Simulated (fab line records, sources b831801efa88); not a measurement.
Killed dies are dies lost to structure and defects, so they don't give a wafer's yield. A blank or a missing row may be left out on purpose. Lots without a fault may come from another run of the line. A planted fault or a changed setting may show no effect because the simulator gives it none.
fab line records | flow sky130
record lots=10 wafers=30 last_day=51
route steps=708 shown VIA1@473 METAL4@601 VIA4@651 PAD_OPEN@708
lots that met no fault: from a run of the same line without faults
start_h: hours from the record's first day to the start of the lot's first wafer shown | wait_h: hours since the lot's step before | " the same as in the row above | L1.1+2: a row that stands for several wafers | - no value, or no start given | * or withheld: withheld | < > ~ a bound
route shown NAME@n: a module of which the file shows steps, and the number in the route of the first | usual: mean/standard deviation of fault-free wafers | same: alike in all rows | chamber/n: place in a boat | sites: the reading at each site | _std_site: their standard deviation | _edge_site: outer sites' mean less inner sites' | radius_mm: how far each site lies from the wafer's centre | mask NAME#n: copy n | behind: the tool/chamber that last shaped the wafer | hold: why the lot was held/for how many hours/how that ended | device: the transistor (n, p or np) that didn't switch | end of line: the same wafers' tests at the end of the route | a step without rows: its recipe alone | killed: dies lost to structure and defects at the first sort, not the wafer's yield | map: a wafer's dies, x killed, . not, _ none there
set.NAME: the setting as run; set.NAME@STEP: as run at that earlier step | model.NAME: the simulator's own value behind a step, which no gauge read
steps of the route over a sample of lots; a table a step, a row a wafer
services: from which hour (start_h, from the record's first day; less than 0 if before it) a tool's chamber was out of use, for how many hours, and why
## steps
# step SKY_VIA1_ETCH_15
# recipe target=SiO2 chemistry=C4F8/O2/Ar target_depth_nm=351 stop_on=TiN mask_material=KrF-thick source_w=1500 bias_w=1200 pressure_mtorr=40 c4f8_flow_sccm=withheld O2_flow_sccm=6 Ar_flow_sccm=300 time_s=54
# usual bias_w=1200/3.6 chamber_pressure_mTorr=40.00/0.037 oes_product_au=0.980/0.0064
# columns lot.wafer tool chamber start_h wait_h bias_w chamber_pressure_mTorr oes_product_au rf_hours_counter_h
L757.3 rie_diel-03 1 858.05 0.0 1203 39.92 0.979 8
L757.5 " 2 " " 1197 40.03 0.981 -
L757.6 " 1 " " 1199 39.97 0.980 -
L759.1 rie_diel-02 1 870.25 0.0 1200 40.06 0.977 2
L759.4 " 0 " " 1200 39.97 0.976 18
L759.5 " 0 " " 1205 40.00 0.996 -
L760.1 rie_diel-01 2 872.43 0.0 1195 40.03 0.980 2
L760.3 " 1 " " 1201 39.89 0.974 13
L760.6 " 3 " " 1205 40.03 0.983 -
L761.2 rie_diel-03 0 877.28 0.0 1197 39.96 0.966 17
L761.4 " 3 " " 1194 40.03 0.991 8
L761.6 " 2 " " 1205 39.97 0.975 -
L762.1 rie_diel-01 1 888.40 0.0 1205 39.99 0.986 13
L762.5 " 2 " " 1200 39.97 0.987 -
L762.6 " 3 " " 1198 40.04 0.986 -
L764.1 rie_diel-02 0 914.35 0.0 1201 40.04 0.985 19
L764.3 " 2 " " 1201 39.99 0.978 8
L764.6 " 0 " " 1198 40.04 0.977 -
L765.2 rie_diel-03 0 915.65 0.0 1198 40.02 0.982 18
L765.4 " 2 " " 1200 40.02 0.977 8
L765.6 " 2 " " 1200 40.03 0.965 -
L766.1 rie_diel-02 1 921.28 0.0 1204 40.03 0.976 3
L766.4 " 3 " " 1198 40.02 0.981 9
L766.6 " 3 " " 1198 40.06 0.985 -
L771.2 rie_diel-01 2 951.90 0.0 1205 39.95 0.976 4
L771.3 " 1 " " 1201 39.99 0.976 15
L771.5 " 2 " " 1201 40.03 0.983 -
L775.4 rie_diel-02 1 978.20 0.0 1197 39.98 0.981 5
L775.5 " 2 " " 1203 40.03 0.975 -
L775.6 " 1 " " 1198 40.03 0.983 -
# step SKY_METAL4_SPUTTER_03
# recipe material=Ti target_thk_nm=5 power_w=3000 time_s=3.3 chamber_pressure_pa=0.4
# usual throttle_valve_pct=30.1/1
# columns lot.wafer tool chamber start_h wait_h throttle_valve_pct
L757.3 pvd_sputter-01 - 992.82 0.0 30.3
L757.5 " - " " 30.3
L757.6 " - " " 31.7
L759.1 pvd_sputter-01 - 1006.71 0.0 28.8
L759.4 " - " " 28.9
L759.5 " - " " 30.5
L760.1 pvd_sputter-03 - 1009.35 0.0 30.4
L760.3 " - " " 29.7
L760.6 " - " " 30.3
L761.2 pvd_sputter-03 - 1014.41 0.0 29.8
L761.4 " - " " 30.8
L761.6 " - " " 29.8
L762.1 pvd_sputter-02 - 1020.35 0.0 30.2
L762.5 " - " " 29.5
L762.6 " - " " 30.2
L765.2 pvd_sputter-01 - 1045.73 0.0 29.0
L765.4 " - " " 28.7
L765.6 " - " " 30.1
L764.1 pvd_sputter-03 - 1046.06 0.0 30.5
L764.3 " - " " 31.7
L764.6 " - " " 29.9
L766.1 pvd_sputter-03 - 1050.01 0.0 31.9
L766.4 " - " " 31.5
L766.6 " - " " 30.0
L771.2 pvd_sputter-03 - 1079.14 0.0 30.5
L771.3 " - " " 28.4
L771.5 " - " " 29.0
L775.4 pvd_sputter-02 - 1101.73 0.0 30.0
L775.5 " - " " 30.3
L775.6 " - " " 31.1
# step SKY_METAL4_STRIP_19
# recipe chemistry=O2/N2 power_w=1400 pressure_mtorr=1500 platen_temp_c=withheld o2_flow_sccm=3000 n2_flow_sccm=300 overash_fraction=0.5
# usual drypump_motor_current_A=5.88/0.29 oes_product_au=0.501/0.0055 strip_time_to_endpoint_s=6.52/0.068
# columns lot.wafer tool chamber start_h wait_h drypump_motor_current_A oes_product_au rf_hours_counter_h strip_time_to_endpoint_s
L757.3 plasma_asher-04 1 1039.82 0.1 5.65 0.506 - 6.54
L757.5 " 0 " " 6.24 0.495 - 6.51
L757.6 " 1 " " 5.64 0.499 - 6.48
L759.1 plasma_asher-04 1 1054.80 0.2 5.65 0.510 61 6.63
L759.4 " 0 " " 6.20 0.502 - 6.52
L759.5 " 1 " " 5.65 0.505 - 6.55
L760.1 plasma_asher-02 0 1056.34 0.2 5.68 0.509 87 6.61
L760.3 " 1 " " 6.35 0.496 - 6.46
L760.6 " 1 " " 6.34 0.507 - 6.61
L761.2 plasma_asher-02 1 1060.96 0.1 6.35 0.504 87 6.58
L761.4 " 1 " " 6.33 0.504 - 6.61
L761.6 " 1 " " 6.33 0.499 - 6.46
L762.1 plasma_asher-03 1 1066.69 0.1 5.61 0.505 0 6.46
L762.5 " 0 " " 5.66 0.491 - 6.43
L762.6 " 1 " " 5.64 0.503 - 6.52
L765.2 plasma_asher-02 0 1089.93 0.1 5.65 0.499 90 6.43
L765.4 " 0 " " 5.69 0.499 - 6.49
L765.6 " 1 " " 6.34 0.503 - 6.45
L764.1 plasma_asher-03 1 1090.28 0.1 5.60 0.494 2 6.44
L764.3 " 0 " " 5.68 0.507 - 6.51
L764.6 " 1 " " 5.59 0.501 - 6.42
L766.1 plasma_asher-02 0 1095.78 0.1 5.68 0.502 90 6.57
L766.4 " 1 " " 6.33 0.506 - 6.55
L766.6 " 0 " " 5.70 0.492 - 6.50
L771.2 plasma_asher-02 1 1121.83 0.1 6.33 0.492 93 6.47
L771.3 " 1 " " 6.32 0.511 - 6.62
L771.5 " 1 " " 6.35 0.499 - 6.54
L775.4 plasma_asher-02 0 1144.85 0.1 5.68 0.502 - 6.55
L775.5 " 1 " " 6.32 0.502 - 6.54
L775.6 " 0 " " 5.70 0.497 - 6.48
# step SKY_VIA4_ETCH_12
# recipe target=SiO2 chemistry=C4F8/O2/Ar stop_on=TiN mask_material=NOVOLAK source_w=1500 bias_w=1200 pressure_mtorr=40 c4f8_flow_sccm=withheld O2_flow_sccm=6 Ar_flow_sccm=300 time_s=withheld target_depth_a=5800
# usual bias_w=1200/3.5 chamber_pressure_mTorr=40.00/0.037 oes_product_au=0.927/0.0048
# columns lot.wafer tool chamber start_h wait_h bias_w chamber_pressure_mTorr oes_product_au
L757.3 rie_diel-02 2 1063.14 0.0 1197 39.95 0.928
L757.5 " 2 " " 1201 40.02 0.926
L757.6 " 1 " " 1194 39.96 0.932
L759.1 rie_diel-04 1 1077.64 0.0 1208 40.00 0.920
L759.4 " 2 " " 1200 40.01 0.923
L759.5 " 2 " " 1202 39.97 0.932
L760.1 rie_diel-02 1 1079.54 0.0 1201 40.05 0.926
L760.3 " 3 " " 1203 39.99 0.927
L760.6 " 2 " " 1200 40.03 0.938
L761.2 rie_diel-01 2 1083.97 0.0 1199 40.03 0.930
L761.4 " 0 " " 1202 39.97 0.931
L761.6 " 1 " " 1202 39.99 0.930
L762.1 rie_diel-04 2 1089.14 0.0 1201 39.97 0.927
L762.5 " 0 " " 1199 39.99 0.917
L762.6 " 3 " " 1198 40.02 0.930
L765.2 rie_diel-01 2 1112.39 0.0 1192 39.99 0.924
L765.4 " 3 " " 1197 39.97 0.932
L765.6 " 3 " " 1201 39.98 0.929
L764.1 rie_diel-02 3 1112.39 0.0 - - -
L764.3 " 1 " " - - -
L764.6 " 2 " " - - -
L766.1 rie_diel-02 3 1117.07 0.0 - - -
L766.4 " 1 " " - - -
L766.6 " 3 " " - - -
L771.2 rie_diel-02 3 1142.64 0.0 1204 40.02 0.932
L771.3 " 0 " " 1209 40.00 0.928
L771.5 " 1 " " 1203 40.02 0.929
L775.4 rie_diel-01 3 1164.62 0.0 1197 39.97 0.926
L775.5 " 0 " " 1198 40.01 0.927
L775.6 " 1 " " 1199 39.96 0.933
# step SKY_VIA4_STRIP_13
# recipe chemistry=O2/N2 power_w=1400 pressure_mtorr=1500 platen_temp_c=withheld o2_flow_sccm=3000 n2_flow_sccm=300 overash_fraction=0.5
# usual drypump_motor_current_A=5.8/0.4 oes_product_au=0.710/0.0047 strip_time_to_endpoint_s=12.802/0.028
# columns lot.wafer tool chamber start_h wait_h drypump_motor_current_A oes_product_au rf_hours_counter_h strip_time_to_endpoint_s
L757.3 plasma_asher-01 1 1063.25 - 5.7 0.705 - 12.803
L757.5 " 1 " " 5.7 0.709 - 12.809
L757.6 " 0 " " 5.0 0.706 - 12.828
L759.1 plasma_asher-04 1 1077.71 - 5.7 0.702 64 12.768
L759.4 " 1 " " 5.7 0.708 - 12.761
L759.5 " 1 " " 5.7 0.706 - 12.743
L760.1 plasma_asher-02 1 1079.61 - 6.3 0.713 89 12.784
L760.3 " 1 " " 6.3 0.708 - 12.776
L760.6 " 0 " " 5.7 0.715 - 12.800
L761.2 plasma_asher-04 1 1084.04 - 5.7 0.704 65 12.841
L761.4 " 1 " " 5.7 0.710 - 12.784
L761.6 " 1 " " 5.7 0.709 - 12.814
L762.1 plasma_asher-01 1 1089.21 - 5.7 0.704 34 12.808
L762.5 " 0 " " 5.0 0.707 - 12.852
L762.6 " 1 " " 5.7 0.710 - 12.835
L765.2 plasma_asher-02 1 1112.46 - 6.3 0.704 92 12.824
L765.4 " 0 " " 5.7 0.708 - 12.822
L765.6 " 1 " " 6.3 0.712 - 12.767
L764.1 plasma_asher-01 1 1112.46 - 5.7 0.710 36 14.188
L764.3 " 1 " " 5.7 0.722 - 14.187
L764.6 " 0 " " 5.0 0.717 - 14.175
L766.1 plasma_asher-02 0 1117.14 - 5.7 0.715 92 14.159
L766.4 " 0 " " 5.7 0.713 - 14.217
L766.6 " 0 " " 5.7 0.721 - 14.231
L771.2 plasma_asher-02 1 1142.71 - 6.3 0.712 95 12.771
L771.3 " 0 " " 5.7 0.708 - 12.792
L771.5 " 0 " " 5.7 0.714 - 12.814
L775.4 plasma_asher-02 0 1164.72 - 5.7 0.705 - 12.794
L775.5 " 1 " " 6.3 0.718 - 12.830
L775.6 " 0 " " 5.7 0.703 - 12.822
# step SKY_PAD_OPEN_PROBE_99
# usual defect_limited_yield=82.5/2.2 killed_at_M0_to_M3=43/7.5 killed_at_M4_up=3.2/1.9 killed_at_contacts=24/5.6 killed_at_front_end=15/4.8 killed_at_other=0.2/0.54 killed_dies=86/11 killed_on_rim=17/3.6 killed_open=47/7.6 killed_short=39/7.1 sort_bin_3_pad_short=0.8/0.36 sort_bin_5_function=10.4/1.6 sort_bin_6_memory=6.3/1.3 sort_n_pass=406/11 sort_yield_pct=82.5/2.2
# same gross_dies=492 killed_at_back_side=0 sort_bin_4_leakage[%]=0 sort_bin_8_speed[%]=0
# columns lot.wafer tool chamber start_h wait_h defect_limited_yield[%] killed_at_M0_to_M3 killed_at_M4_up killed_at_contacts killed_at_front_end killed_at_other killed_dies killed_on_rim killed_open killed_short sort_bin_3_pad_short[%] sort_bin_5_function[%] sort_bin_6_memory[%] sort_n_pass sort_yield_pct[%]
L761.4 prober-01 - 1150.80 0.2 83.7 46 1 18 13 2 80 16 47 33 1.0 10.2 5.1 412 83.7
L764.1 prober-01 - 1174.42 0.1 0 38 410 32 11 1 492 96 48 37 0 92.7 7.3 0 0
L764.3 prober-01 - 1174.52 0.2 0 46 407 23 16 0 492 96 38 50 0.6 93.3 6.1 0 0
L764.6 prober-01 - 1174.67 0.2 0 43 406 30 13 0 492 96 51 36 0.4 93.1 6.5 0 0
L766.1 prober-02 - 1177.54 0.1 0 38 415 27 12 0 492 96 41 37 0.6 92.9 6.5 0 0
L766.4 prober-02 - 1177.69 0.2 0 38 417 25 12 0 492 96 47 31 1.0 92.3 6.7 0 0
L766.6 prober-02 - 1177.79 0.2 0 34 416 29 13 0 492 96 40 41 0.8 93.9 5.3 0 0
# killed by level:class
L761.4 CONTACT:geometric_particle:open=9 VIA3:geometric_particle:open=9 VIA1:geometric_particle:open=8 METAL1:geometric_particle:short=7 VIA1:geometric_particle:short=6 FIELD_ISO:geometric_particle:open=5 METAL2:geometric_particle:short=4 VIA2:geometric_particle:open=4
L764.1 VIA4:area_etch=407 LI_CONTACT:geometric_particle:open=9 CONTACT:geometric_particle:open=9 CONTACT:geometric_particle:short=7 VIA2:geometric_particle:open=7 VIA1:geometric_particle:open=6 METAL2:geometric_particle:short=5 FIELD_ISO:geometric_particle:open=4
L764.3 VIA4:area_etch=404 FIELD_ISO:geometric_particle:short=9 CONTACT:geometric_particle:open=8 VIA1:geometric_particle:open=8 METAL2:geometric_particle:short=7 CONTACT:geometric_particle:short=6 VIA2:geometric_particle:open=6 VIA3:geometric_particle:short=5
L764.6 VIA4:area_etch=405 LI_CONTACT:geometric_particle:open=9 VIA1:geometric_particle:short=9 VIA1:geometric_particle:open=8 FIELD_ISO:geometric_particle:open=7 CONTACT:geometric_particle:open=7 VIA2:geometric_particle:open=7 CONTACT:geometric_particle:short=6
L766.1 VIA4:area_etch=414 LI_CONTACT:geometric_particle:open=7 CONTACT:geometric_particle:open=7 VIA1:geometric_particle:open=7 VIA1:geometric_particle:short=7 VIA2:geometric_particle:open=7 FIELD_ISO:geometric_particle:open=5 LOCAL_INTERCONNECT:geometric_particle:short=5
L766.4 VIA4:area_etch=414 VIA1:geometric_particle:open=9 VIA2:geometric_particle:open=8 VIA3:geometric_particle:open=7 LI_CONTACT:geometric_particle:open=6 FIELD_ISO:geometric_particle:short=5 LOCAL_INTERCONNECT:geometric_particle:short=5 LI_CONTACT:geometric_particle:short=4
L766.6 VIA4:area_etch=411 LI_CONTACT:geometric_particle:open=8 CONTACT:geometric_particle:open=7 VIA2:geometric_particle:open=7 CONTACT:geometric_particle:short=5 POLY_GATE:geometric_particle:open=5 LI_CONTACT:geometric_particle:short=5 VIA3:geometric_particle:open=5
## services
# columns tool chamber start_h hours kind
rie_diel-03 2 840.82 10.4 repair
rie_diel-03 - 841.95 0.6 repair
pvd_sputter-03 - 853.55 1.8 repair
plasma_asher-02 - 882.30 0.4 repair
plasma_asher-01 - 894.47 7.6 repair
rie_diel-02 1 936.76 2.9 repair
pvd_sputter-03 - 950.54 4.1 repair
plasma_asher-02 - 953.58 6.3 repair
plasma_asher-01 - 964.30 4.3 pm
rie_diel-02 1 997.26 3.1 repair
rie_diel-03 3 999.19 5.2 repair
rie_diel-03 1 1001.47 14.9 repair
rie_diel-03 3 1006.94 6.8 repair
pvd_sputter-01 - 1018.39 15.8 repair
rie_diel-03 - 1046.18 28.1 pm
plasma_asher-02 - 1067.98 1.8 repair
rie_diel-03 2 1074.82 23.1 repair
rie_diel-01 3 1093.81 3.5 repair
rie_diel-01 1 1096.11 12.4 repair
plasma_asher-02 - 1102.45 1.2 repair
pvd_sputter-01 - 1110.11 2.6 repair
rie_diel-01 3 1132.41 3.4 repair
rie_diel-03 - 1142.89 1.3 repair
plasma_asher-04 - 1161.35 3.6 repair
## key
first_sign step=SKY_VIA4_ETCH_12 reading=tool_record direction=missing
effect step=SKY_VIA4_STRIP_13 reading=strip_time_to_endpoint_s direction=up sigmas=49 usual=* struck=*
effect step=SKY_PAD_OPEN_PROBE_99 reading=killed_at_M4_up direction=up sigmas=99+ usual=3.2 struck=411.8
more_kills_born_at SKY_VIA4_ETCH_12@rie_diel-02=2455
met_at SKY_VIA4_ETCH_12
struck_lots L764,L766
later_rows_left_out L764.1,L764.3,L764.6,L766.1,L766.4,L766.6
not_acting_at SKY_VIA1_ETCH_15,SKY_METAL4_SPUTTER_03,SKY_METAL4_STRIP_19
onset_between 1079.54 1112.39
fault kind=skipped_step_whole tool=rie_diel-02 chamber=- onset_h=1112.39 steps=SKY_VIA4_ETCH_12 scope=struck_lots_only
# later_rows_left_out: the simulator's readings of these wafers behind a module that went badly wrong aren't trusted and aren't shown, but for the sort
